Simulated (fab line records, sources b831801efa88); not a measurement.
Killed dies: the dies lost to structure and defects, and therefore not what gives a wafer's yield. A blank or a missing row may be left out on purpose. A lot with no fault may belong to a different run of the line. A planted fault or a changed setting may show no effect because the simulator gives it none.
The tool behind it: which one? / flow sky130 / 13 lots, 39 wafers sampled, at 6 steps of a route of 708

## WHAT EACH GAUGE READ, for each wafer
SKY_DNWELL_TW_MEAS_09. Usual: DNWELL_TW 1113, standard deviation 13.
lot=L218; measured=day 3 14:13; on=film_metro-01; DNWELL_TW=1100 1100 1104; flag=
lot=L219; measured=day 3 22:14; on=film_metro-01; DNWELL_TW=1099 1104 1102; flag=
lot=L221; measured=day 4 08:25; on=film_metro-02; DNWELL_TW=1124 1126 1129; flag=
lot=L222; measured=day 4 09:52; on=film_metro-04; DNWELL_TW=1123 1125 1125; flag=
lot=L226; measured=day 5 13:44; on=film_metro-01; DNWELL_TW=1109 1105 1105; flag=
lot=L227; measured=day 5 20:40; on=film_metro-01; DNWELL_TW=30 30 30; flag=OFF
lot=L230; measured=day 6 08:47; on=film_metro-02; DNWELL_TW=1133 1127 1128; flag=
lot=L231; measured=day 6 12:26; on=film_metro-04; DNWELL_TW=1124 1133 1131; flag=
lot=L234; measured=day 7 06:18; on=film_metro-01; DNWELL_TW=1101 1099 1106; flag=
lot=L236; measured=day 7 15:44; on=film_metro-01; DNWELL_TW=1104 1099 1099; flag=
lot=L237; measured=day 7 18:52; on=film_metro-01; DNWELL_TW=1100 1105 1096; flag=
lot=L238; measured=day 8 04:10; on=film_metro-01; DNWELL_TW=1119 1119 1119; flag=
lot=L239; measured=day 8 08:34; on=film_metro-01; DNWELL_TW=1126 1121 1110; flag=

SKY_PWDE_TW_MEAS_10. Usual: PWDE_TW 375, standard deviation 3.7.
lot=L218; measured=day 4 06:44; on=film_metro-04; PWDE_TW=377 376 376; flag=
lot=L219; measured=day 4 15:25; on=film_metro-04; PWDE_TW=376 378 377; flag=
lot=L221; measured=day 5 01:07; on=film_metro-04; PWDE_TW=377 379 379; flag=
lot=L222; measured=day 5 02:28; on=film_metro-01; PWDE_TW=368 371 372; flag=
lot=L226; measured=day 6 08:05; on=film_metro-04; PWDE_TW=373 375 374; flag=
lot=L227; measured=day 6 15:18; on=film_metro-01; PWDE_TW=1112 1108 1110; flag=OFF
lot=L230; measured=day 7 03:37; on=film_metro-02; PWDE_TW=379 379 380; flag=
lot=L231; measured=day 7 08:03; on=film_metro-01; PWDE_TW=370 369 369; flag=
lot=L234; measured=day 8 03:16; on=film_metro-04; PWDE_TW=376 376 377; flag=
lot=L236; measured=day 8 12:49; on=film_metro-04; PWDE_TW=376 378 378; flag=
lot=L237; measured=day 8 15:21; on=film_metro-01; PWDE_TW=373 371 377; flag=
lot=L238; measured=day 9 00:21; on=film_metro-01; PWDE_TW=368 369 366; flag=
lot=L239; measured=day 9 05:21; on=film_metro-02; PWDE_TW=376 376 378; flag=

SKY_SONOS_ONO_THK_MEAS_03. Usual: SONOS_ONO_CVD_02_THK 10.47 nm, standard deviation 0.15.
lot=L218; measured=day 12 04:11; on=film_metro-04; SONOS_ONO_CVD_02_THK (nm)=10.36 10.47 10.39; flag=
lot=L219; measured=day 12 13:31; on=film_metro-04; SONOS_ONO_CVD_02_THK (nm)=9.98 9.99 10.18; flag=
lot=L221; measured=day 13 06:37; on=film_metro-02; SONOS_ONO_CVD_02_THK (nm)=10.47 10.41 10.40; flag=
lot=L222; measured=day 13 07:39; on=film_metro-04; SONOS_ONO_CVD_02_THK (nm)=10.48 10.49 10.45; flag=
lot=L226; measured=day 14 21:47; on=film_metro-02; SONOS_ONO_CVD_02_THK (nm)=10.53 10.66 10.69; flag=
lot=L227; measured=day 15 08:49; on=film_metro-02; SONOS_ONO_CVD_02_THK (nm)=10.61 10.50 10.62; flag=
lot=L230; measured=day 16 05:45; on=film_metro-03; SONOS_ONO_CVD_02_THK (nm)=10.31 10.12 10.22; flag=
lot=L231; measured=day 16 07:02; on=film_metro-02; SONOS_ONO_CVD_02_THK (nm)=10.53 10.52 10.53; flag=
lot=L234; measured=day 17 14:20; on=film_metro-02; SONOS_ONO_CVD_02_THK (nm)=10.41 10.42 10.50; flag=
lot=L236; measured=day 18 02:35; on=film_metro-02; SONOS_ONO_CVD_02_THK (nm)=10.52 10.54 10.48; flag=
lot=L237; measured=day 18 08:22; on=film_metro-02; SONOS_ONO_CVD_02_THK (nm)=10.70 10.74 10.73; flag=
lot=L238; measured=day 18 18:58; on=film_metro-03; SONOS_ONO_CVD_02_THK (nm)=10.46 10.70 10.64; flag=
lot=L239; measured=day 19 04:29; on=film_metro-04; SONOS_ONO_CVD_02_THK (nm)=10.70 10.54 10.49; flag=

SKY_LOCAL_INTERCONNECT_THK_MEAS_02: measures by xrf. Usual: LOCAL_INTERCONNECT_TIN_THK 101.8 nm, standard deviation 1.3.
lot=L218; measured=day 29 23:04; on=film_metro-03; LOCAL_INTERCONNECT_TIN_THK (nm)=102.8 101.4 101.9; flag=
lot=L219; measured=day 30 17:30; on=film_metro-03; LOCAL_INTERCONNECT_TIN_THK (nm)=101.9 102.3 103.7; flag=
lot=L221; measured=day 31 02:43; on=film_metro-03; LOCAL_INTERCONNECT_TIN_THK (nm)=100.0 101.1 100.9; flag=
lot=L222; measured=day 31 01:52; on=film_metro-01; LOCAL_INTERCONNECT_TIN_THK (nm)=103.0 104.0 102.3; flag=
lot=L226; measured=day 32 15:58; on=film_metro-03; LOCAL_INTERCONNECT_TIN_THK (nm)=102.3 101.2 100.7; flag=
lot=L227; measured=day 33 03:23; on=film_metro-01; LOCAL_INTERCONNECT_TIN_THK (nm)=102.5 102.0 100.9; flag=
lot=L230; measured=day 33 23:03; on=film_metro-03; LOCAL_INTERCONNECT_TIN_THK (nm)=103.7 101.9 104.0; flag=
lot=L231; measured=day 34 03:04; on=film_metro-02; LOCAL_INTERCONNECT_TIN_THK (nm)=103.6 103.9 104.3; flag=
lot=L234; measured=day 35 05:56; on=film_metro-01; LOCAL_INTERCONNECT_TIN_THK (nm)=101.4 102.5 102.0; flag=
lot=L236; measured=day 35 12:59; on=film_metro-01; LOCAL_INTERCONNECT_TIN_THK (nm)=99.1 101.2 100.5; flag=
lot=L237; measured=day 35 21:52; on=film_metro-03; LOCAL_INTERCONNECT_TIN_THK (nm)=102.7 103.0 103.5; flag=
lot=L238; measured=day 36 04:41; on=film_metro-03; LOCAL_INTERCONNECT_TIN_THK (nm)=101.0 101.8 102.6; flag=
lot=L239; measured=day 36 13:58; on=film_metro-02; LOCAL_INTERCONNECT_TIN_THK (nm)=101.1 101.0 99.4; flag=

## WHICH TOOL RAN EACH LOT (tool, then ch and the chambers of the sampled wafers, then the start)
lot=L218; SKY_FIELD_ISO_ETCH_14=rie_diel-04 ch 1,2, day 2 15:35; SKY_DNWELL_EXPOSE_04=iline_stepper-01 ch 0, day 3 06:30
lot=L219; SKY_FIELD_ISO_ETCH_14=rie_diel-04 ch 0,1,3, day 2 21:23; SKY_DNWELL_EXPOSE_04=iline_stepper-01 ch 0, day 3 14:07
lot=L221; SKY_FIELD_ISO_ETCH_14=rie_diel-02 ch 0,2,3, day 3 09:20; SKY_DNWELL_EXPOSE_04=iline_stepper-01 ch 0, day 4 00:31
lot=L222; SKY_FIELD_ISO_ETCH_14=rie_diel-03 ch 0,1, day 3 11:05; SKY_DNWELL_EXPOSE_04=iline_stepper-02 ch 0, day 4 01:35
lot=L226; SKY_FIELD_ISO_ETCH_14=rie_diel-02 ch 0,1, day 4 09:02; SKY_DNWELL_EXPOSE_04=iline_stepper-02 ch 0, day 5 04:40
lot=L227; SKY_FIELD_ISO_ETCH_14=rie_diel-03 ch 0,2,3, day 4 14:37; SKY_DNWELL_EXPOSE_04=iline_stepper-01 ch 0, day 5 12:01
lot=L230; SKY_FIELD_ISO_ETCH_14=rie_diel-04 ch 2,3, day 5 07:05; SKY_DNWELL_EXPOSE_04=iline_stepper-02 ch 0, day 5 23:11
lot=L231; SKY_FIELD_ISO_ETCH_14=rie_diel-02 ch 1,3, day 5 10:20; SKY_DNWELL_EXPOSE_04=iline_stepper-01 ch 0, day 6 03:36
lot=L234; SKY_FIELD_ISO_ETCH_14=rie_diel-04 ch 0,1,3, day 6 01:59; SKY_DNWELL_EXPOSE_04=iline_stepper-01 ch 0, day 6 19:40
lot=L236; SKY_FIELD_ISO_ETCH_14=rie_diel-04 ch 0,1,3, day 6 13:20; SKY_DNWELL_EXPOSE_04=iline_stepper-01 ch 0, day 7 06:35
lot=L237; SKY_FIELD_ISO_ETCH_14=rie_diel-02 ch 0,1,2, day 6 16:40; SKY_DNWELL_EXPOSE_04=iline_stepper-01 ch 0, day 7 09:32
lot=L238; SKY_FIELD_ISO_ETCH_14=rie_diel-03 ch 0,1,3, day 7 00:01; SKY_DNWELL_EXPOSE_04=iline_stepper-01 ch 0, day 7 17:05
lot=L239; SKY_FIELD_ISO_ETCH_14=rie_diel-04 ch 0,1,3, day 7 04:04; SKY_DNWELL_EXPOSE_04=iline_stepper-02 ch 0, day 7 21:41
- SKY_FIELD_ISO_ETCH_14: etches BARC in N2/H2, stops on SiO2, time 45.9 s, target depth 60 nm.
- SKY_DNWELL_EXPOSE_04: exposes mask DNM, target cd 3000 nm.

## WHAT THE TOOLS THEMSELVES READ (means of the sampled wafers that have a number; where no wafer has one, the mark that the record gives instead)
SKY_FIELD_ISO_ETCH_14. Usual: drypump_motor_current_A 5.6 A, standard deviation 0.58; oes_product_au 0.854 a.u., standard deviation 0.0053; rf_fwd_power_W 494.8 W, standard deviation 2.2; throttle_valve_pct 13.224 %, standard deviation 0.0087.
lot=L218; tool=rie_diel-04; drypump_motor_current_A (A)=5.5; oes_product_au (a.u.)=0.854; rf_fwd_power_W (W)=494.8; throttle_valve_pct (%)=13.229; flag=
lot=L219; tool=rie_diel-04; drypump_motor_current_A (A)=5.5; oes_product_au (a.u.)=0.851; rf_fwd_power_W (W)=496.7; throttle_valve_pct (%)=13.226; flag=
lot=L221; tool=rie_diel-02; drypump_motor_current_A (A)=5.5; oes_product_au (a.u.)=0.856; rf_fwd_power_W (W)=491.1; throttle_valve_pct (%)=13.227; flag=
lot=L222; tool=rie_diel-03; drypump_motor_current_A (A)=5.9; oes_product_au (a.u.)=0.858; rf_fwd_power_W (W)=492.8; throttle_valve_pct (%)=13.217; flag=
lot=L226; tool=rie_diel-02; drypump_motor_current_A (A)=5.1; oes_product_au (a.u.)=0.853; rf_fwd_power_W (W)=495.2; throttle_valve_pct (%)=13.221; flag=
lot=L227; tool=rie_diel-03; drypump_motor_current_A (A)=5.8; oes_product_au (a.u.)=0.854; rf_fwd_power_W (W)=492.1; throttle_valve_pct (%)=13.220; flag=
lot=L230; tool=rie_diel-04; drypump_motor_current_A (A)=6.0; oes_product_au (a.u.)=0.854; rf_fwd_power_W (W)=498.0; throttle_valve_pct (%)=13.214; flag=
lot=L231; tool=rie_diel-02; drypump_motor_current_A (A)=4.8; oes_product_au (a.u.)=0.856; rf_fwd_power_W (W)=495.5; throttle_valve_pct (%)=13.220; flag=
lot=L234; tool=rie_diel-04; drypump_motor_current_A (A)=5.5; oes_product_au (a.u.)=0.853; rf_fwd_power_W (W)=497.2; throttle_valve_pct (%)=13.224; flag=
lot=L236; tool=rie_diel-04; drypump_motor_current_A (A)=5.5; oes_product_au (a.u.)=0.851; rf_fwd_power_W (W)=494.0; throttle_valve_pct (%)=13.231; flag=
lot=L237; tool=rie_diel-02; drypump_motor_current_A (A)=5.5; oes_product_au (a.u.)=0.860; rf_fwd_power_W (W)=494.9; throttle_valve_pct (%)=13.226; flag=
lot=L238; tool=rie_diel-03; drypump_motor_current_A (A)=5.7; oes_product_au (a.u.)=0.860; rf_fwd_power_W (W)=494.9; throttle_valve_pct (%)=13.226; flag=
lot=L239; tool=rie_diel-04; drypump_motor_current_A (A)=5.5; oes_product_au (a.u.)=0.854; rf_fwd_power_W (W)=494.2; throttle_valve_pct (%)=13.221; flag=

## THE ANSWER, worked out from the rows above alone
Rule: a lot is off if the mean of its wafers that have a number lies more than 3 standard deviations from the usual mean. Also off: a lot with no number at a reading for which 4 or more lots have one. Where the step has rows for the other lots, those lots are counted as sound. Order of review: gauges by route order, followed by the tools' own readings, for which a lot's mean as printed above is used. At the first step where some lot is off, the reading lying furthest off is the one used; lots without a number count as furthest.
Off: L227, seen at SKY_DNWELL_TW_MEAS_09 (DNWELL_TW).
If a tool, at a process step before that reading, ran all the lots that are off and no sound lot after the first of them, it fits. Those tools and the gauges at SKY_DNWELL_TW_MEAS_09 are tried in the same way. No candidate that was tried fits.

## WHAT HAD BEEN PUT IN BY THE SIMULATOR
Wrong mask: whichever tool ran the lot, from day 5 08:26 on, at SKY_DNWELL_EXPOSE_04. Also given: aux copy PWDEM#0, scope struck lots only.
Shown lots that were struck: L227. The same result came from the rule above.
